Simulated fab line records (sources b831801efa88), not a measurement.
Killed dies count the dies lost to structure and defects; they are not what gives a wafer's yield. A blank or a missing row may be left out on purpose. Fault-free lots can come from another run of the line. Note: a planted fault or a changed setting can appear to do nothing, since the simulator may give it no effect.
Chamber matching    flow gf180mcu    4 sister chambers for GF_V4_CMP_04 on cmp-02
The step polishes SiO2. 4 wafers are shown with their chamber, then 8 later ones without.

WAFERS, EACH WITH ITS CHAMBER
wafer   chamber  motor_current_A (A)
L261.5  3        12.2
L269.1  2        9.7
L269.2  0        10.7
L275.1  1        12.5

WAFERS MISSING THEIR CHAMBER
wafer   motor_current_A (A)
L275.2  10.9
L275.3  13.5
L276.1  9.9
L276.3  13.3
L276.4  12.7
L282.1  10.8
L282.3  12.1
L282.4  9.8

WHICH CHAMBER EACH WENT THROUGH
wafer   from the rows above      in truth
L275.2  0                        0
L275.3  can't be placed: 1 or 3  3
L276.1  can't be placed: 2 or 0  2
L276.3  can't be placed: 1 or 3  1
L276.4  can't be placed: 1 or 3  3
L282.1  0                        0
L282.3  can't be placed: 3 or 1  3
L282.4  can't be placed: 2 or 0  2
Correct placement for 2 of the 8. Unplaceable from these rows: 6, with the true chamber sitting among the candidates in 6. Number placed wrongly: 0.
How it was worked out, from the rows above alone: a wafer's distance from a chamber is the root of the sum, over the readings, of the square of ((its reading less the chamber's mean) divided by the reading's scatter). If the next closest chamber is less than 2 further off than the closest, the wafer can't be placed; otherwise it belongs to the closest. For every chamber, the mean is computed from those of its wafers that are shown. The scatter: with one shown wafer a chamber, the root of the mean of the squares of how far each hidden wafer lies from its nearest shown one.
